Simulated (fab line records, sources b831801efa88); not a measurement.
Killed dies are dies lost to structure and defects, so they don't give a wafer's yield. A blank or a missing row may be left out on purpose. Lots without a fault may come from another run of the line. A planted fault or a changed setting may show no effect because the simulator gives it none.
fab line records | flow sky130
record lots=13 wafers=39 last_day=50
route steps=708 shown POLY_CUT@319 CAP2M@615 VIA4@640 METAL5@662 PAD_OPEN@708
lots that met no fault: from a run of the same line without faults
start_h: hours from the record's first day to the start of the lot's first wafer shown | wait_h: hours since the lot's step before | " the same as in the row above | L1.1+2: a row that stands for several wafers | - no value, or no start given | * or withheld: withheld | < > ~ a bound
route shown NAME@n: a module of which the file shows steps, and the number in the route of the first | usual: mean/standard deviation of fault-free wafers | same: alike in all rows | chamber/n: place in a boat | sites: the reading at each site | _std_site: their standard deviation | _edge_site: outer sites' mean less inner sites' | radius_mm: how far each site lies from the wafer's centre | mask NAME#n: copy n | behind: the tool/chamber that last shaped the wafer | hold: why the lot was held/for how many hours/how that ended | device: the transistor (n, p or np) that didn't switch | end of line: the same wafers' tests at the end of the route | a step without rows: its recipe alone | killed: dies lost to structure and defects at the first sort, not the wafer's yield | map: a wafer's dies, x killed, . not, _ none there
set.NAME: the setting as run; set.NAME@STEP: as run at that earlier step | model.NAME: the simulator's own value behind a step, which no gauge read
steps of the route over a sample of lots; a table a step, a row a wafer
services: from which hour (start_h, from the record's first day; less than 0 if before it) a tool's chamber was out of use, for how many hours, and why
## steps
# step SKY_POLY_CUT_STRIP_12
# recipe chemistry=O2/N2 power_w=1400 pressure_mtorr=1500 platen_temp_c=withheld o2_flow_sccm=3000 n2_flow_sccm=300 overash_fraction=0.5
# usual drypump_motor_current_A=5.7/0.63 oes_product_au=0.452/0.0044 strip_time_to_endpoint_s=5.362/0.019
# columns lot.wafer tool chamber start_h wait_h drypump_motor_current_A oes_product_au rf_hours_counter_h strip_time_to_endpoint_s
L601.1 plasma_asher-02 1 562.11 0.0 5.5 0.449 85 5.372
L601.4 " 1 " " 5.5 0.453 - 5.345
L601.6 " 0 " " 6.4 0.447 - 5.359
L602.3 plasma_asher-04 0 573.35 0.1 5.0 0.457 - 5.367
L602.4 " 1 " " 5.5 0.456 - 5.341
L602.5 " 0 " " 5.0 0.453 - 5.340
L605.1 plasma_asher-02 1 598.77 0.0 5.5 0.455 89 5.367
L605.5 " 0 " " 6.4 0.452 - 5.334
L605.6 " 1 " " 5.5 0.447 - 5.336
L606.2 plasma_asher-04 0 602.21 0.0 5.0 0.454 17 5.350
L606.3 " 0 " " 5.0 0.447 - 5.347
L606.4 " 1 " " 5.4 0.455 - 5.361
L608.1 plasma_asher-03 1 620.37 0.0 4.9 0.458 82 5.365
L608.3 " 1 " " 4.9 0.450 - 5.347
L608.4 " 0 " " 6.5 0.454 - 5.366
L609.3 plasma_asher-03 1 633.46 0.1 5.0 0.451 - 5.352
L609.5 " 0 " " 6.5 0.462 - 5.335
L609.6 " 1 " " 5.0 0.451 - 5.355
L610.2 plasma_asher-02 1 639.21 0.0 5.5 0.452 93 5.365
L610.3 " 1 " " 5.5 0.452 - 5.391
L610.4 " 0 " " 6.4 0.460 - 5.358
L611.1 plasma_asher-03 1 646.42 0.0 4.9 0.451 85 5.352
L611.3 " 0 " " 6.5 0.462 - 5.385
L611.4 " 1 " " 4.9 0.448 - 5.384
L613.1 plasma_asher-03 0 664.22 0.0 6.4 0.450 87 5.358
L613.3 " 1 " " 4.9 0.452 - 5.365
L613.4 " 0 " " 6.4 0.451 - 5.366
L614.2 plasma_asher-03 1 669.42 0.0 4.9 0.454 87 5.350
L614.3 " 0 " " 6.5 0.453 - 5.359
L614.5 " 1 " " 4.9 0.449 - 5.374
L616.4 plasma_asher-03 1 687.75 0.1 4.9 0.451 - 5.364
L616.5 " 0 " " 6.5 0.442 - 5.369
L616.6 " 1 " " 4.9 0.466 - 5.384
L619.1 plasma_asher-03 0 713.42 0.0 6.5 0.461 92 5.364
L619.4 " 1 " " 5.0 0.452 - 5.351
L619.6 " 0 " " 6.5 0.453 - 5.358
L624.2 plasma_asher-02 1 754.07 0.0 5.5 0.444 1 5.326
L624.3 " 1 " " 5.5 0.456 - 5.317
L624.4 " 0 " " 6.4 0.449 - 5.314
# step SKY_CAP2M_OVL_MEAS_12
# usual CAP2M_OVL=-0.6/1.4
# columns lot.wafer tool chamber start_h wait_h CAP2M_OVL[nm]
L601.1 overlay-02 - 958.48 0.1 0.0
L601.4 " - " " -0.8
L601.6 " - " " -2.9
L602.3 overlay-01 - 968.40 0.1 -2.2
L602.4 " - " " -1.6
L602.5 " - " " -0.6
L605.1 overlay-01 - 988.69 0.1 -1.4
L605.5 " - " " -1.3
L605.6 " - " " 0.7
L606.2 overlay-01 - 991.54 0.1 -0.1
L606.3 " - " " -0.6
L606.4 " - " " -0.9
L608.1 overlay-02 - 1005.89 0.1 -1.3
L608.3 " - " " -0.5
L608.4 " - " " -0.4
L609.3 overlay-01 - 1017.83 0.1 0.3
L609.5 " - " " 0.7
L609.6 " - " " 1.1
L610.2 overlay-02 - 1023.39 0.1 -1.9
L610.3 " - " " -2.4
L610.4 " - " " -3.3
L611.1 overlay-01 - 1027.42 0.1 0.5
L611.3 " - " " -0.3
L611.4 " - " " -1.9
L613.1 overlay-02 - 1039.77 0.1 -2.2
L613.3 " - " " -1.3
L613.4 " - " " -0.7
L614.2 overlay-02 - 1047.19 0.1 -2.7
L614.3 " - " " -1.3
L614.5 " - " " -2.1
L616.4 overlay-01 - 1060.83 0.1 0.2
L616.5 " - " " 1.1
L616.6 " - " " 1.8
L619.1 overlay-01 - 1077.44 0.1 0.5
L619.4 " - " " 0.5
L619.6 " - " " 0.2
L624.2 overlay-01 - 1110.47 0.1 -2.3
L624.3 " - " " -1.6
L624.4 " - " " -1.4
# step SKY_VIA4_THK_MEAS_01
# recipe reads=SiO2_of_VIA4_HDPCVD_00
# usual VIA4_HDPCVD_THK=1742/27
# columns lot.wafer tool chamber start_h wait_h VIA4_HDPCVD_THK[nm]
L601.1 film_metro-01 - 983.88 0.1 1746
L601.4 " - " " 1764
L601.6 " - " " 1799
L602.3 film_metro-01 - 994.26 0.1 1711
L602.4 " - " " 1734
L602.5 " - " " 1781
L605.1 film_metro-02 - 1014.42 0.1 1762
L605.5 " - " " 1743
L605.6 " - " " 1762
L606.2 film_metro-02 - 1016.88 0.1 1759
L606.3 " - " " 1726
L606.4 " - " " 1745
L608.1 film_metro-02 - 1030.88 0.1 1759
L608.3 " - " " 1729
L608.4 " - " " 1769
L609.3 film_metro-01 - 1042.11 0.1 1734
L609.5 " - " " 1743
L609.6 " - " " 1733
L610.2 film_metro-02 - 1048.36 0.1 1714
L610.3 " - " " 1702
L610.4 " - " " 1709
L611.1 film_metro-02 - 1051.86 0.1 1723
L611.3 " - " " 1723
L611.4 " - " " 1688
L613.1 film_metro-01 - 1063.69 0.1 1778
L613.3 " - " " 1728
L613.4 " - " " 1782
L614.2 film_metro-01 - 1071.10 0.1 1761
L614.3 " - " " 1777
L614.5 " - " " 1782
L616.4 film_metro-02 - 1083.35 0.0 1734
L616.5 " - " " 1729
L616.6 " - " " 1755
L619.1 film_metro-02 - 1099.79 0.1 1721
L619.4 " - " " 1733
L619.6 " - " " 1698
L624.2 film_metro-02 - 1131.50 0.1 1716
L624.3 " - " " 1753
L624.4 " - " " 1746
# step SKY_METAL5_SPUTTER_01
# recipe material=TiN target_thk_nm=20 power_w=6500 time_s=16.7 chamber_pressure_pa=0.4
# usual throttle_valve_pct=30.0/0.99
# columns lot.wafer tool chamber start_h wait_h throttle_valve_pct
L601.1 pvd_sputter-03 - 1009.26 0.0 29.8
L601.4 " - " " 29.9
L601.6 " - " " 29.6
L602.3 pvd_sputter-02 - 1018.77 0.0 27.6
L602.4 " - " " 29.1
L602.5 " - " " 30.5
L605.1 pvd_sputter-04 - 1038.45 0.0 31.1
L605.5 " - " " 29.1
L605.6 " - " " 31.3
L606.2 pvd_sputter-03 - 1041.70 0.0 29.8
L606.3 " - " " 31.6
L606.4 " - " " 30.0
L608.1 pvd_sputter-04 - 1054.45 0.0 29.3
L608.3 " - " " 31.1
L608.4 " - " " 30.3
L609.3 pvd_sputter-03 - 1065.29 0.0 31.8
L609.5 " - " " 29.6
L609.6 " - " " 29.9
L610.2 pvd_sputter-02 - 1072.26 0.0 29.1
L610.3 " - " " 29.9
L610.4 " - " " 30.4
L611.1 pvd_sputter-04 - 1074.44 0.0 29.1
L611.3 " - " " 31.5
L611.4 " - " " 30.3
L613.1 pvd_sputter-04 - 1087.07 0.0 30.6
L613.3 " - " " 29.0
L613.4 " - " " 31.3
L614.2 pvd_sputter-02 - 1094.85 0.0 30.0
L614.3 " - " " 27.5
L614.5 " - " " 30.1
L616.4 pvd_sputter-03 - 1105.34 0.0 31.5
L616.5 " - " " 29.6
L616.6 " - " " 31.6
L619.1 pvd_sputter-04 - 1121.38 0.0 30.5
L619.4 " - " " 30.0
L619.6 " - " " 30.1
L624.2 pvd_sputter-04 - 1151.10 0.0 29.2
L624.3 " - " " 30.3
L624.4 " - " " 30.5
# step SKY_PAD_OPEN_PROBE_99
# usual killed_at_M0_to_M3=42/7.2 killed_at_M4_up=3.4/2.1 killed_at_contacts=24/5.4 killed_at_front_end=15/4 killed_at_other=0.3/0.53 killed_dies=85/8.8 killed_open=47/6.7 killed_short=38/6.5
# same gross_dies=492 killed_at_back_side=0
# columns lot.wafer tool chamber start_h wait_h hold killed_at_M0_to_M3 killed_at_M4_up killed_at_contacts killed_at_front_end killed_at_other killed_dies killed_open killed_short
L601.1 prober-02 - 1079.14 0.1 - 41 4 29 23 1 98 52 46
L601.4 prober-02 - 1079.29 0.2 - 46 4 23 13 1 87 54 33
L601.6 prober-02 - 1079.39 0.2 - 40 3 33 10 0 86 47 39
L602.3 prober-01 - 1087.99 0.2 - 46 4 29 11 0 90 47 43
L602.4 prober-01 - 1088.04 0.2 - 46 2 26 14 0 88 45 43
L602.5 prober-01 - 1088.09 0.2 - 44 2 17 11 0 74 41 33
L605.1 prober-02 - 1105.50 0.1 - 39 0 19 17 0 75 37 38
L605.5 prober-02 - 1105.70 0.2 - 36 1 22 17 1 77 37 40
L605.6 prober-02 - 1105.75 0.2 - 42 3 16 10 0 71 43 28
L606.2 prober-01 - 1108.43 0.1 - 49 2 35 20 0 106 62 44
L606.3 prober-01 - 1108.48 0.2 - 41 6 21 13 0 81 47 32
L606.4 prober-01 - 1108.53 0.2 - 55 3 26 8 0 92 64 28
L608.1 prober-01 - 1120.81 0.1 - 39 3 29 14 0 85 38 47
L608.3 prober-01 - 1120.91 0.2 - 40 5 29 15 0 89 50 39
L608.4 prober-01 - 1120.96 0.2 - 35 5 27 14 0 81 39 42
L609.3 prober-02 - 1130.73 0.2 - 46 2 20 18 1 87 50 36
L609.5 prober-02 - 1130.83 0.2 - 35 8 22 16 0 81 46 34
L609.6 prober-02 - 1130.88 0.2 - 36 2 14 22 2 76 43 31
L610.2 prober-01 - 1136.41 0.1 - 39 2 29 19 0 89 48 40
L610.3 prober-01 - 1136.46 0.2 - 46 5 20 8 1 80 39 40
L610.4 prober-01 - 1136.51 0.2 - 48 5 29 14 0 96 57 39
L611.1 prober-02 - 1138.20 0.1 - 58 3 30 17 0 108 50 58
L611.3 prober-02 - 1138.30 0.2 - 33 1 31 15 0 80 46 34
L611.4 prober-02 - 1138.35 0.2 - 35 3 29 20 0 87 49 38
L613.1 prober-02 - 1149.30 0.1 - 51 1 18 16 1 87 37 49
L613.3 prober-02 - 1149.40 0.2 - 55 6 17 9 0 87 38 49
L613.4 prober-02 - 1149.45 0.2 - 45 0 31 15 1 92 58 32
L614.2 prober-01 - 1157.48 0.1 - 34 1 28 15 0 78 44 34
L614.3 prober-01 - 1157.53 0.2 - 32 0 30 25 0 87 42 45
L614.5 prober-01 - 1157.63 0.2 - 42 1 25 13 0 81 44 37
L616.4 prober-01 - 1164.39 0.2 await_dispo/2.8h/release 65 3 16 16 0 100 47 53
L616.5 prober-01 - 1164.44 0.2 await_dispo/2.8h/release 27 3 24 56 0 110 42 27
L616.6 prober-01 - 1164.49 0.2 await_dispo/2.8h/release 36 12 18 10 0 76 45 31
L619.1 prober-02 - 1179.22 0.1 - 44 3 19 44 2 112 42 33
L619.4 prober-02 - 1179.37 0.2 - 43 3 22 8 0 76 47 29
L619.6 prober-02 - 1179.47 0.2 - 43 1 19 48 1 112 47 29
L624.2 prober-02 - 1203.04 0.1 - 46 4 27 7 0 84 55 28
L624.3 prober-02 - 1203.09 0.2 - 44 3 32 12 0 91 51 40
L624.4 prober-02 - 1203.14 0.2 - 29 10 31 15 1 86 53 33
# killed by level:class
L601.1 CONTACT:geometric_particle:open=12 LI_CONTACT:geometric_particle:open=8 METAL1:geometric_particle:short=8 VIA1:geometric_particle:open=7 FIELD_ISO:geometric_particle:short=6 FIELD_ISO:geometric_particle:open=6 LOCAL_INTERCONNECT:geometric_particle:short=6 POLY_GATE:geometric_particle:short=4
L601.4 VIA1:geometric_particle:open=17 CONTACT:geometric_particle:open=10 LI_CONTACT:geometric_particle:open=6 METAL1:geometric_particle:short=5 VIA2:geometric_particle:open=5 METAL3:geometric_particle:short=4 METAL2:geometric_particle:short=4 VIA3:geometric_particle:short=4
L601.6 LI_CONTACT:geometric_particle:open=11 VIA1:geometric_particle:open=10 CONTACT:geometric_particle:open=9 CONTACT:geometric_particle:short=8 METAL1:geometric_particle:short=6 METAL2:geometric_particle:short=6 VIA2:geometric_particle:open=5 VIA1:geometric_particle:short=5
L602.3 LI_CONTACT:geometric_particle:open=12 VIA1:geometric_particle:open=12 METAL2:geometric_particle:short=9 CONTACT:geometric_particle:open=7 VIA1:geometric_particle:short=7 FIELD_ISO:geometric_particle:open=5 LOCAL_INTERCONNECT:geometric_particle:short=5 VIA2:geometric_particle:short=4
L602.4 CONTACT:geometric_particle:open=11 VIA1:geometric_particle:short=9 VIA1:geometric_particle:open=8 VIA2:geometric_particle:open=8 METAL2:geometric_particle:short=7 LI_CONTACT:geometric_particle:open=5 LOCAL_INTERCONNECT:geometric_particle:short=5 CONTACT:geometric_particle:short=5
L602.5 VIA1:geometric_particle:open=9 VIA2:geometric_particle:open=8 METAL1:geometric_particle:short=6 LI_CONTACT:geometric_particle:open=5 CONTACT:geometric_particle:open=5 POLY_GATE:geometric_particle:open=4 VIA3:geometric_particle:short=4 METAL2:geometric_particle:short=4
L605.1 METAL1:geometric_particle:short=8 VIA1:geometric_particle:open=8 METAL2:geometric_particle:short=7 LI_CONTACT:geometric_particle:open=6 CONTACT:geometric_particle:short=6 POLY_GATE:geometric_particle:open=5 CONTACT:geometric_particle:open=4 POLY_GATE:geometric_particle:short=3
L605.5 METAL1:geometric_particle:short=9 VIA1:geometric_particle:open=7 VIA3:geometric_particle:open=7 LI_CONTACT:geometric_particle:open=6 CONTACT:geometric_particle:open=6 FIELD_ISO:geometric_particle:open=5 FIELD_ISO:geometric_particle:short=4 POLY_GATE:geometric_particle:short=4
L605.6 VIA1:geometric_particle:open=8 LI_CONTACT:geometric_particle:open=7 VIA2:geometric_particle:open=7 METAL2:geometric_particle:short=6 CONTACT:geometric_particle:open=5 VIA3:geometric_particle:open=5 METAL1:geometric_particle:short=5 VIA3:geometric_particle:short=4
L606.2 CONTACT:geometric_particle:open=13 LI_CONTACT:geometric_particle:open=9 FIELD_ISO:geometric_particle:short=8 CONTACT:geometric_particle:short=8 VIA1:geometric_particle:open=8 VIA3:geometric_particle:open=8 VIA2:geometric_particle:open=6 METAL1:geometric_particle:short=6
L606.3 VIA1:geometric_particle:open=19 LI_CONTACT:geometric_particle:open=7 CONTACT:geometric_particle:open=7 METAL2:geometric_particle:short=6 FIELD_ISO:geometric_particle:open=4 POLY_GATE:geometric_particle:short=4 VIA1:geometric_particle:short=4 CONTACT:geometric_particle:short=4
L606.4 VIA1:geometric_particle:open=15 CONTACT:geometric_particle:open=12 VIA3:geometric_particle:open=11 VIA2:geometric_particle:open=9 CONTACT:geometric_particle:short=6 VIA1:geometric_particle:short=6 LI_CONTACT:geometric_particle:open=5 METAL2:geometric_particle:open=3
L608.1 CONTACT:geometric_particle:open=12 LI_CONTACT:geometric_particle:open=9 VIA3:geometric_particle:short=7 VIA1:geometric_particle:short=7 FIELD_ISO:geometric_particle:short=6 CONTACT:geometric_particle:short=5 METAL1:geometric_particle:short=4 METAL2:geometric_particle:short=4
L608.3 VIA1:geometric_particle:open=12 CONTACT:geometric_particle:open=11 LOCAL_INTERCONNECT:geometric_particle:short=7 LI_CONTACT:geometric_particle:open=5 CONTACT:geometric_particle:short=5 METAL1:geometric_particle:short=5 VIA2:geometric_particle:open=5 METAL2:geometric_particle:short=4
L608.4 CONTACT:geometric_particle:open=10 VIA1:geometric_particle:short=9 VIA1:geometric_particle:open=7 LOCAL_INTERCONNECT:geometric_particle:short=6 VIA2:geometric_particle:open=5 METAL2:geometric_particle:short=5 POLY_GATE:geometric_particle:open=4 LI_CONTACT:geometric_particle:open=4
L609.3 VIA1:geometric_particle:open=16 CONTACT:geometric_particle:open=8 VIA3:geometric_particle:open=6 POLY_GATE:geometric_particle:open=5 METAL3:geometric_particle:short=5 FIELD_ISO:geometric_particle:short=4 LOCAL_INTERCONNECT:geometric_particle:short=4 METAL2:geometric_particle:short=4
L609.5 CONTACT:geometric_particle:open=12 VIA1:geometric_particle:open=7 FIELD_ISO:geometric_particle:short=5 VIA3:geometric_particle:open=5 METAL4:geometric_particle:short=5 LI_CONTACT:geometric_particle:open=4 CONTACT:geometric_particle:short=4 METAL1:geometric_particle:short=4
L609.6 VIA1:geometric_particle:open=16 FIELD_ISO:geometric_particle:short=6 FIELD_ISO:geometric_particle:open=6 CONTACT:geometric_particle:open=6 SPACER:geometric_particle:open=6 METAL1:geometric_particle:short=6 VIA2:geometric_particle:short=4 LI_CONTACT:geometric_particle:open=3
L610.2 VIA1:geometric_particle:open=13 CONTACT:geometric_particle:open=9 CONTACT:geometric_particle:short=8 LI_CONTACT:geometric_particle:open=7 VIA3:geometric_particle:open=6 POLY_GATE:geometric_particle:short=5 VIA1:geometric_particle:short=5 VIA2:geometric_particle:open=5
L610.3 METAL1:geometric_particle:short=11 CONTACT:geometric_particle:open=9 METAL2:geometric_particle:short=8 VIA1:geometric_particle:open=7 LI_CONTACT:geometric_particle:open=7 METAL4:geometric_particle:short=5 LI_CONTACT:geometric_particle:short=4 VIA3:geometric_particle:open=4
L610.4 CONTACT:geometric_particle:open=17 VIA1:geometric_particle:open=11 METAL3:geometric_particle:short=6 LI_CONTACT:geometric_particle:open=5 METAL2:geometric_particle:short=5 VIA3:geometric_particle:open=5 VIA2:geometric_particle:open=4 SPACER:geometric_particle:short=4
L611.1 VIA1:geometric_particle:open=13 CONTACT:geometric_particle:open=11 VIA3:geometric_particle:short=9 VIA2:geometric_particle:open=9 POLY_GATE:geometric_particle:short=8 LI_CONTACT:geometric_particle:open=8 METAL2:geometric_particle:short=8 METAL1:geometric_particle:short=7
L611.3 LI_CONTACT:geometric_particle:open=13 VIA1:geometric_particle:open=13 CONTACT:geometric_particle:open=9 FIELD_ISO:geometric_particle:short=6 LOCAL_INTERCONNECT:geometric_particle:short=4 CONTACT:geometric_particle:short=4 VIA3:geometric_particle:short=4 FIELD_ISO:geometric_particle:open=3
L611.4 CONTACT:geometric_particle:open=12 VIA3:geometric_particle:open=9 VIA1:geometric_particle:open=7 CONTACT:geometric_particle:short=6 FIELD_ISO:geometric_particle:open=5 POLY_GATE:geometric_particle:open=5 FIELD_ISO:geometric_particle:short=4 LOCAL_INTERCONNECT:geometric_particle:short=4
L613.1 METAL1:geometric_particle:short=11 METAL2:geometric_particle:short=9 VIA1:geometric_particle:open=7 VIA3:geometric_particle:open=7 CONTACT:geometric_particle:short=5 VIA3:geometric_particle:short=5 VIA1:geometric_particle:short=4 CONTACT:geometric_particle:open=4
L613.3 METAL1:geometric_particle:short=16 VIA1:geometric_particle:open=11 CONTACT:geometric_particle:open=9 VIA1:geometric_particle:short=7 CONTACT:geometric_particle:short=5 METAL4:geometric_particle:short=5 METAL3:geometric_particle:short=4 VIA3:geometric_particle:open=4
L613.4 VIA1:geometric_particle:open=13 CONTACT:geometric_particle:open=12 METAL1:geometric_particle:short=8 LI_CONTACT:geometric_particle:open=7 POLY_GATE:geometric_particle:open=5 VIA2:geometric_particle:open=5 VIA3:geometric_particle:open=5 LOCAL_INTERCONNECT:geometric_particle:short=4
L614.2 CONTACT:geometric_particle:open=9 LI_CONTACT:geometric_particle:open=7 VIA1:geometric_particle:open=7 FIELD_ISO:geometric_particle:open=5 METAL2:geometric_particle:short=5 CONTACT:geometric_particle:short=5 METAL1:geometric_particle:short=5 VIA3:geometric_particle:open=5
L614.3 CONTACT:geometric_particle:open=12 FIELD_ISO:geometric_particle:short=8 VIA1:geometric_particle:open=7 LOCAL_INTERCONNECT:geometric_particle:short=6 VIA1:geometric_particle:short=6 FIELD_ISO:geometric_particle:open=5 VIA2:geometric_particle:open=5 POLY_GATE:geometric_particle:short=4
L614.5 CONTACT:geometric_particle:open=13 VIA1:geometric_particle:open=10 METAL2:geometric_particle:short=7 CONTACT:geometric_particle:short=6 VIA2:geometric_particle:open=6 METAL1:geometric_particle:short=5 FIELD_ISO:geometric_particle:short=4 FIELD_ISO:geometric_particle:open=4
L616.4 VIA1:geometric_particle:open=13 VIA1:geometric_particle:short=11 METAL2:geometric_particle:short=10 VIA3:geometric_particle:open=9 POLY_GATE:geometric_particle:short=7 VIA2:geometric_particle:open=7 METAL1:geometric_particle:short=6 POLY_GATE:geometric_particle:open=4
L616.5 POLY_CUT:unspecified=41 LI_CONTACT:geometric_particle:open=11 VIA1:geometric_particle:open=7 CONTACT:geometric_particle:open=6 VIA2:geometric_particle:open=5 POLY_GATE:geometric_particle:open=4 METAL1:geometric_particle:short=4 FIELD_ISO:geometric_particle:short=3
L616.6 CONTACT:geometric_particle:open=10 VIA1:geometric_particle:open=9 METAL4:geometric_particle:short=7 VIA3:geometric_particle:open=7 METAL1:geometric_particle:short=5 VIA1:geometric_particle:short=5 VIA2:geometric_particle:open=5 FIELD_ISO:geometric_particle:open=4
L619.1 POLY_CUT:unspecified=35 VIA1:geometric_particle:open=15 VIA2:geometric_particle:open=7 CONTACT:geometric_particle:short=5 CONTACT:geometric_particle:open=5 FIELD_ISO:geometric_particle:open=4 LI_CONTACT:geometric_particle:open=4 METAL1:geometric_particle:short=4
L619.4 VIA1:geometric_particle:open=13 CONTACT:geometric_particle:open=9 VIA2:geometric_particle:open=7 VIA1:geometric_particle:short=5 VIA3:geometric_particle:open=5 VIA3:geometric_particle:short=4 LI_CONTACT:geometric_particle:open=4 LOCAL_INTERCONNECT:geometric_particle:open=4
L619.6 POLY_CUT:unspecified=35 VIA1:geometric_particle:open=13 LI_CONTACT:geometric_particle:open=8 VIA2:geometric_particle:open=7 POLY_GATE:geometric_particle:short=5 CONTACT:geometric_particle:open=5 VIA3:geometric_particle:open=5 POLY_GATE:geometric_particle:open=4
L624.2 LI_CONTACT:geometric_particle:open=10 CONTACT:geometric_particle:open=10 VIA2:geometric_particle:open=10 VIA1:geometric_particle:open=8 VIA3:geometric_particle:open=6 METAL1:geometric_particle:short=6 VIA1:geometric_particle:short=5 CONTACT:geometric_particle:short=4
L624.3 CONTACT:geometric_particle:open=11 VIA3:geometric_particle:open=9 VIA1:geometric_particle:open=9 LI_CONTACT:geometric_particle:open=8 CONTACT:geometric_particle:short=7 METAL3:geometric_particle:short=6 FIELD_ISO:geometric_particle:short=5 METAL1:geometric_particle:short=4
L624.4 LI_CONTACT:geometric_particle:open=11 CONTACT:geometric_particle:open=10 METAL4:geometric_particle:short=8 VIA1:geometric_particle:open=7 VIA2:geometric_particle:open=6 FIELD_ISO:geometric_particle:open=5 POLY_GATE:geometric_particle:open=4 LI_CONTACT:geometric_particle:short=4
## services
# columns tool chamber start_h hours kind
pvd_sputter-03 - 571.16 1.1 repair
pvd_sputter-02 - 573.72 0.9 repair
pvd_sputter-03 - 575.31 2.9 repair
plasma_asher-02 - 642.09 20.1 pm
pvd_sputter-04 - 649.41 0.7 repair
pvd_sputter-03 - 654.63 7.7 repair
pvd_sputter-04 - 688.62 3.6 repair
plasma_asher-02 - 696.02 2.2 repair
pvd_sputter-02 - 703.61 2.1 repair
plasma_asher-02 - 733.75 9.0 pm
plasma_asher-02 - 839.02 1.6 repair
pvd_sputter-04 - 839.28 0.5 repair
plasma_asher-03 - 917.72 14.6 pm
plasma_asher-03 - 933.80 1.7 repair
plasma_asher-03 - 955.15 12.0 repair
plasma_asher-03 - 1008.83 0.4 repair
pvd_sputter-04 - 1016.30 5.2 repair
plasma_asher-02 - 1029.06 2.4 repair
plasma_asher-03 - 1055.25 9.0 pm
plasma_asher-02 - 1059.98 1.6 repair
pvd_sputter-03 - 1086.35 5.1 repair
pvd_sputter-04 - 1094.85 1.5 repair
pvd_sputter-02 - 1120.92 0.6 repair
pvd_sputter-02 - 1125.17 1.8 repair
## key
first_sign step=SKY_PAD_OPEN_PROBE_99 reading=killed_at_front_end direction=up sigmas=8.6 usual=15 struck=49
effect step=SKY_PAD_OPEN_PROBE_99 reading=killed_dies direction=up sigmas=3 usual=85 struck=111
met_at SKY_POLY_CUT_STRIP_12
struck_lots L616,L619
struck_wafers L616.5,L619.1,L619.6
tester_left_out L616,L619
not_acting_at SKY_CAP2M_OVL_MEAS_12,SKY_VIA4_THK_MEAS_01,SKY_METAL5_SPUTTER_01
onset_between 669.42 687.75
fault kind=chamber_particle_source tool=plasma_asher-03 chamber=0 onset_h=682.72 steps=SKY_POLY_CUT_STRIP_12 rate_per_visit_cm2=0.68223 end_h=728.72
# tester_left_out: of these lots the tester's yield and bins aren't shown, on N5 and GAA mostly nor the transistor test; their killed dies are dies lost to structure and defects alone, not to doping, threshold or leakage, so they don't give the yield
